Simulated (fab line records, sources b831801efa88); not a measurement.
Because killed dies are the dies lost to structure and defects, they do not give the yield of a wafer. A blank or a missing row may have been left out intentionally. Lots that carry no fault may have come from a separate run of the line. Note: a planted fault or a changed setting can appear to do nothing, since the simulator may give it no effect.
Matching of chambers || flow sky130 || 4 sister chambers for SKY_POLY_GATE_ETCH_15 on rie diel-03
The step etches BARC in N2/H2, stops on SiO2, time 118.5 s, target depth 110 nm. 14 wafers are shown with their chamber, then 7 later ones without.

## WAFERS WITH THEIR CHAMBER
{"wafer": "L120.2", "chamber": 3, "drypump motor current A (A)": 6.6, "oes product au (a.u.)": 0.713, "throttle valve pct (%)": 13.224}
{"wafer": "L120.4", "chamber": 2, "drypump motor current A (A)": 5.8, "oes product au (a.u.)": 0.712, "throttle valve pct (%)": 13.214}
{"wafer": "L120.6", "chamber": 2, "drypump motor current A (A)": 5.7, "oes product au (a.u.)": 0.715, "throttle valve pct (%)": 13.207}
{"wafer": "L121.1", "chamber": 0, "drypump motor current A (A)": 6.3, "oes product au (a.u.)": 0.716, "throttle valve pct (%)": 13.225}
{"wafer": "L121.4", "chamber": 2, "drypump motor current A (A)": 5.8, "oes product au (a.u.)": 0.715, "throttle valve pct (%)": 13.225}
{"wafer": "L121.5", "chamber": 0, "drypump motor current A (A)": 6.3, "oes product au (a.u.)": 0.722, "throttle valve pct (%)": 13.198}
{"wafer": "L124.2", "chamber": 3, "drypump motor current A (A)": 6.6, "oes product au (a.u.)": 0.716, "throttle valve pct (%)": 13.211}
{"wafer": "L124.3", "chamber": 2, "drypump motor current A (A)": 5.7, "oes product au (a.u.)": 0.714, "throttle valve pct (%)": 13.202}
{"wafer": "L124.4", "chamber": 1, "drypump motor current A (A)": 4.9, "oes product au (a.u.)": 0.719, "throttle valve pct (%)": 13.209}
{"wafer": "L133.4", "chamber": 1, "drypump motor current A (A)": 4.9, "oes product au (a.u.)": 0.706, "throttle valve pct (%)": 13.222}
{"wafer": "L133.5", "chamber": 0, "drypump motor current A (A)": 6.3, "oes product au (a.u.)": 0.708, "throttle valve pct (%)": 13.205}
{"wafer": "L133.6", "chamber": 3, "drypump motor current A (A)": 6.6, "oes product au (a.u.)": 0.706, "throttle valve pct (%)": 13.218}
{"wafer": "L135.2", "chamber": 3, "drypump motor current A (A)": 6.6, "oes product au (a.u.)": 0.712, "throttle valve pct (%)": 13.196}
{"wafer": "L135.3", "chamber": 1, "drypump motor current A (A)": 4.9, "oes product au (a.u.)": 0.717, "throttle valve pct (%)": 13.199}

SIGNATURES, as means of the wafers listed above
{"reading": "drypump motor current A", "chamber 0": 6.300, "chamber 1": 4.900, "chamber 2": 5.750, "chamber 3": 6.600, "scatter within a chamber": 0.0316}
{"reading": "oes product au", "chamber 0": 0.71533, "chamber 1": 0.71400, "chamber 2": 0.71400, "chamber 3": 0.71175, "scatter within a chamber": 0.00505}
{"reading": "throttle valve pct", "chamber 0": 13.20933, "chamber 1": 13.21000, "chamber 2": 13.21200, "chamber 3": 13.21225, "scatter within a chamber": 0.0118}
Rule: for each reading, subtract the chamber's mean from the wafer's reading, divide by that reading's scatter and square the result; add these up over the readings and take the root, which gives the wafer's distance from the chamber. The wafer belongs to the nearest chamber; if the next one is less than 2 further off, it can't be placed. The scatter: take each reading less its chamber's mean, square it, sum over the shown wafers, divide by the number of wafers less the number of chambers, and take the root.

## WAFERS WITH NO CHAMBER GIVEN
{"wafer": "L135.4", "drypump motor current A (A)": 5.7, "oes product au (a.u.)": 0.720, "throttle valve pct (%)": 13.193}
{"wafer": "L140.1", "drypump motor current A (A)": 6.3, "oes product au (a.u.)": 0.718, "throttle valve pct (%)": 13.202}
{"wafer": "L140.2", "drypump motor current A (A)": 5.8, "oes product au (a.u.)": 0.723, "throttle valve pct (%)": 13.213}
{"wafer": "L140.3", "drypump motor current A (A)": 6.6, "oes product au (a.u.)": 0.717, "throttle valve pct (%)": 13.211}
{"wafer": "L142.2", "drypump motor current A (A)": 5.0, "oes product au (a.u.)": 0.719, "throttle valve pct (%)": 13.213}
{"wafer": "L142.4", "drypump motor current A (A)": 5.7, "oes product au (a.u.)": 0.718, "throttle valve pct (%)": 13.214}
{"wafer": "L142.6", "drypump motor current A (A)": 5.7, "oes product au (a.u.)": 0.710, "throttle valve pct (%)": 13.212}

## CHAMBER TAKEN BY EACH
{"wafer": "L135.4", "from the rows above": 2, "in truth": 2}
{"wafer": "L140.1", "from the rows above": 0, "in truth": 0}
{"wafer": "L140.2", "from the rows above": 2, "in truth": 2}
{"wafer": "L140.3", "from the rows above": 3, "in truth": 3}
{"wafer": "L142.2", "from the rows above": 1, "in truth": 1}
{"wafer": "L142.4", "from the rows above": 2, "in truth": 2}
{"wafer": "L142.6", "from the rows above": 2, "in truth": 2}
7 of 7 placed correctly. Can't be placed from these rows: 0. 0 placed wrongly.
